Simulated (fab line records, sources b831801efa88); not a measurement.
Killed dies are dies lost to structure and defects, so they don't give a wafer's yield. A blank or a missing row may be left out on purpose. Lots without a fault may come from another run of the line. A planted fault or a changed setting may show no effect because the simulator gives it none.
One fault seen from 2 desks | flow sky130 | each desk has only its own numbers; what lay behind them comes last

THE TOOL OWNER'S DESK: krf_scanner-01
The tool's own readings at SKY_LOCAL_INTERCONNECT_EXPOSE_08 (exposes mask LI1M, target cd 170 nm): means of the sampled wafers that have a number, for each lot that ran on this tool. A lot is out of limits, marked OUT, if its mean lies more than 4 standard deviations from the usual mean; the brackets give that distance.
Columns: A = exposure_dose_mJ_cm2 at SKY_LOCAL_INTERCONNECT_EXPOSE_08, usual 28.00; B = focus_offset_nm at SKY_LOCAL_INTERCONNECT_EXPOSE_08, usual 0.0 nm
lot  | first seen here | A     | B
L873 | day 29 20:20    | 27.98 | 0.1
L876 | day 30 22:09    | 27.98 | -0.2
L879 | day 31 22:34    | 27.98 | 0.0
L881 | day 33 01:38    | 28.06 | 0.0
L887 | day 34 12:20    | 28.00 | 1.0
L892 | day 36 06:54    | 28.02 | -0.1
L894 | day 37 05:29    | 28.02 | 0.1
L895 | day 37 11:42    | 27.98 | 0.0
L896 | day 37 19:47    | 28.03 | -0.1
This desk's finding: nothing out of limits on any of the 9 lots.

THE METROLOGY DESK
What the gauges read, lot by lot, whatever tool the lot ran on: means of the sampled wafers that have a number. A lot is out of limits, marked OUT, if its mean lies more than 4 standard deviations from the usual mean; the brackets give that distance.
Columns: A = LOCAL_INTERCONNECT_TIN_THK at SKY_LOCAL_INTERCONNECT_THK_MEAS_02, usual 98.3 nm; B = CONTACT_BOW at SKY_CONTACT_BOW_MEAS_05, usual 82 um
lot  | first seen here | A    | B
L873 | day 29 05:39    | 97.4 | 83
L874 | day 29 16:14    | 99.0 | 83
L876 | day 30 07:57    | 98.8 | 85
L875 | day 30 10:22    | 97.9 | 81
L879 | day 31 09:01    | 98.4 | 76
L880 | day 31 15:42    | 99.0 | 71
L881 | day 32 12:23    | 97.3 | 92
L883 | day 32 14:30    | 98.7 | -
L882 | day 32 15:53    | 99.4 | -
L884 | day 32 18:59    | 98.4 | -
L887 | day 33 22:58    | 97.4 | 78
L892 | day 35 17:08    | 97.9 | 82
L894 | day 36 15:33    | 99.2 | 78
L895 | day 36 22:28    | 98.8 | 82
L896 | day 37 07:13    | 98.7 | 82
This desk's finding: nothing out of limits on any of the 15 lots.

PUT TOGETHER
The tool owner's desk saw nothing out of limits.
The metrology desk saw nothing out of limits.

WHAT THE SIMULATOR HAD PUT IN
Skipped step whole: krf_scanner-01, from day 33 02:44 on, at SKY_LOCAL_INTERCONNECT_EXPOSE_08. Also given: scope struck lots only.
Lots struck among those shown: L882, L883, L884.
